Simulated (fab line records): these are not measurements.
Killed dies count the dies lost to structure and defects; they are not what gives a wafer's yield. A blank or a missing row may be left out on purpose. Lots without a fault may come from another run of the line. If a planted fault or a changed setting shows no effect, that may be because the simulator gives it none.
Comparing a struck lot with a sound one    flow sky130    36 steps out of a route of 708
Sound: these wafers, L189.1, L189.3, L189.6. Wafers struck: L172.2, L172.3, L172.6. Last of all comes the cause.
Each step with rows lists, per side, the tool, then ch with its chambers, then its first start. Under that, the readings that differ: sound wafers    struck wafers    difference of the means    sigmas: that difference in standard deviations of wafers without a fault.
alike: a reading whose means differ by less than 2 such deviations, as well as words and numbers matching on both sides. not compared: withheld readings; readings where some wafer has no value; bounds like >300 that might hide an equal value; numbers whose values overlap and for which the record gives no deviation.
Wherever a step has rows on one side only, a row that says differs or no value, or a row with sigmas, the two part there. When numbers do not overlap yet have no deviation, they are printed without sigmas and do not part them. A reading missing from all wafers of one side parts the sides only when that side holds two or more wafers.

first, 10 steps without rows for these wafers: SKY_GATE_OXIDE_COAT_05 (resist thk 1140 nm); SKY_GATE_OXIDE_SOFTBAKE_06 (time 60 s); SKY_GATE_OXIDE_EXPOSE_07 (exposes mask LVOM, target cd 600 nm); SKY_GATE_OXIDE_PEB_08; SKY_GATE_OXIDE_DEVELOP_09 (develop time 60 s); SKY_GATE_OXIDE_IMPLANT_11; SKY_GATE_OXIDE_WET_ETCH_12 (etches SiO2 in dHF, target depth 16.8 nm, time 336 s); SKY_GATE_OXIDE_STRIP_13 (strips in O2/N2); SKY_GATE_OXIDE_CLEAN_15 (cleans in SC1/SC2, time 150 s); SKY_GATE_OXIDE_OXIDATION_16 (stabilise 600 s, purge 300 s, target thk 3.57 nm).
SKY_POLY_GATE_CVD_00: deposits poly-Si, target thk 180 nm, time 720 s.
  sound on lpcvd-01 ch 1, day 22 03:56; struck on lpcvd-01 ch 1, day 16 02:08
reading                                        sound              struck             difference  sigmas
spike-tc-centre-C (C)                          618.9 617.7 618.3  628.6 628.3 629.7  +10.6       +8
spike-tc-top-C (C)                             641.4 644.3 640.0  653.8 653.8 655.2  +12.4       +6
spike-tc-upper-C (C)                           621.4 619.4 621.6  552.6 555.1 554.4  -66.8       -67
zone-power-centre-pct (%)                      9.48 9.35 9.27     14.71 14.59 14.82  +5.34       +18
zone-power-lower-pct (%)                       8.56 8.43 8.49     7.89 7.68 7.76     -0.72       -3
zone-power-top-pct (%)                         22.4 22.2 22.0     30.6 30.6 30.7     +8.4        +7
zone-power-upper-pct (%)                       9.8 10.0 10.0      0.0 0.0 0.0        -9.9        -18
model.poly-Si_of_POLY_GATE_CVD_00.thk-nm (nm)  181.7 181.1 181.6  157.5 146.7 111.8  -42.8       
SKY_POLY_GATE_THK_MEAS_01:
  sound on film-metro-02, day 22 05:44; struck on film-metro-02, day 16 03:20
reading                    sound              struck             difference  sigmas
POLY_GATE_CVD_00_THK (nm)  181.7 181.2 181.6  157.5 146.8 111.8  -42.8       -29
then, 9 steps without rows for these wafers: SKY_RES_PROTECT_DEHYDRATE_00 (time 60 s); SKY_RES_PROTECT_HMDS_01 (prime time 60 s); SKY_RES_PROTECT_COAT_02 (resist thk 1140 nm); SKY_RES_PROTECT_SOFTBAKE_03 (time 60 s); SKY_RES_PROTECT_EXPOSE_04 (exposes mask RPM, target cd 1270 nm); SKY_RES_PROTECT_PEB_05; SKY_RES_PROTECT_DEVELOP_06 (develop time 60 s); SKY_POLY_GATE_IMPLANT_02; SKY_RES_PROTECT_STRIP_07 (strips in O2/N2).
SKY_RES_PROTECT_CLEAN_09: cleans in SC1/SC2, time 150 s.
  sound on wet-bench-04 ch 0, day 23 12:31; struck on wet-bench-04 ch 2, day 17 06:53
reading                                        sound              struck             difference  sigmas
model.poly-Si_of_POLY_GATE_CVD_00.thk-nm (nm)  181.1 180.5 180.9  156.9 146.1 111.2  -42.8       
  alike: bath-heat-duty-pct
then, 11 steps without rows for these wafers: SKY_POLY_GATE_CVD_03 (deposits Si3N4 from DCS/NH3, target thk 75 nm, time 1290 s); SKY_POLY_GATE_DEHYDRATE_05 (time 60 s); SKY_POLY_GATE_HMDS_06 (prime time 60 s); SKY_POLY_GATE_COAT_07 (resist thk 110 nm); SKY_POLY_GATE_COAT_08 (resist thk 450 nm); SKY_POLY_GATE_SOFTBAKE_09 (time 90 s); SKY_POLY_GATE_EXPOSE_10 (exposes mask P1M, target cd 150 nm); SKY_POLY_GATE_PEB_11; SKY_POLY_GATE_DEVELOP_12 (develop time 60 s); SKY_POLY_GATE_ETCH_15 (etches BARC in N2/H2, stops on SiO2, time 118.5 s, target depth 110 nm); SKY_POLY_GATE_ETCH_16 (etches Si3N4 in CH3F/O2, stops on poly-Si, time 147.5 s, target depth 75 nm).
SKY_POLY_GATE_ETCH_17: etches poly-Si in HBr/Cl2, stops on SiO2, target depth 180 nm, time 70.5 s.
  sound on rie-si-01 ch 1,2, day 24 20:10; struck on rie-si-02 ch 1,2, day 18 13:26
reading                sound              struck             difference  sigmas
oes-product-au (a.u.)  0.987 1.006 0.994  0.905 0.856 0.994  -0.077      -10
  alike: drypump-motor-current-A, throttle-valve-pct
  not compared: rf-hours-counter-h, model.POLY_GATE.feature-depth-nm, model.etch.depth-nm
then, 1 step without rows for these wafers: SKY_POLY_GATE_STRIP_18 (strips in O2/N2).
-- a jump in the record: the struck wafers' starts before and after are 29 days apart (it breaks off in module POLY_GATE and resumes in module PAD_OPEN, where the first step shown is number 708 of the route) --
SKY_PAD_OPEN_PROBE_99:
  sound on prober-01, day 51 05:23; struck on prober-01, day 47 14:25
reading                              sound              struck             difference  sigmas
model.etest.res-high-po.line-ohm-um  745.9 755 746.6    793.9 899.7 1108   +184.7      
model.etest.res-poly.line-ohm-um     516.7 514.9 523.6  543.5 613.9 783.4  +128.5      
model.etest.res-high-po.rs-ohm-sq    260.6 265.4 261.6  279.9 314.7 394.8  +67.3       
model.etest.res-poly.rs-ohm-sq       48.33 48.85 48.59  53.21 58.88 75.74  +14.02      
model.etest.cap-li-to-poly.c-af-um2  100.6 98.57 98.89  91.07 89.73 80.99  -12.09      
  alike: killed_at_M0_to_M3, killed_at_M4_up, killed-at-contacts, killed-at-front-end, killed-at-other, killed-dies, killed-on-rim, killed-open, killed-short

## WHERE THEY PART
First at SKY_POLY_GATE_CVD_00; last, within this record, at SKY_POLY_GATE_ETCH_17. Later steps at which nothing parts them and some readings are alike: SKY_PAD_OPEN_PROBE_99.

WHY: the cause the simulator had injected
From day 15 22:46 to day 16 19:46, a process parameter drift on lpcvd-01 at SKY_POLY_GATE_CVD_00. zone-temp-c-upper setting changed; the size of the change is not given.
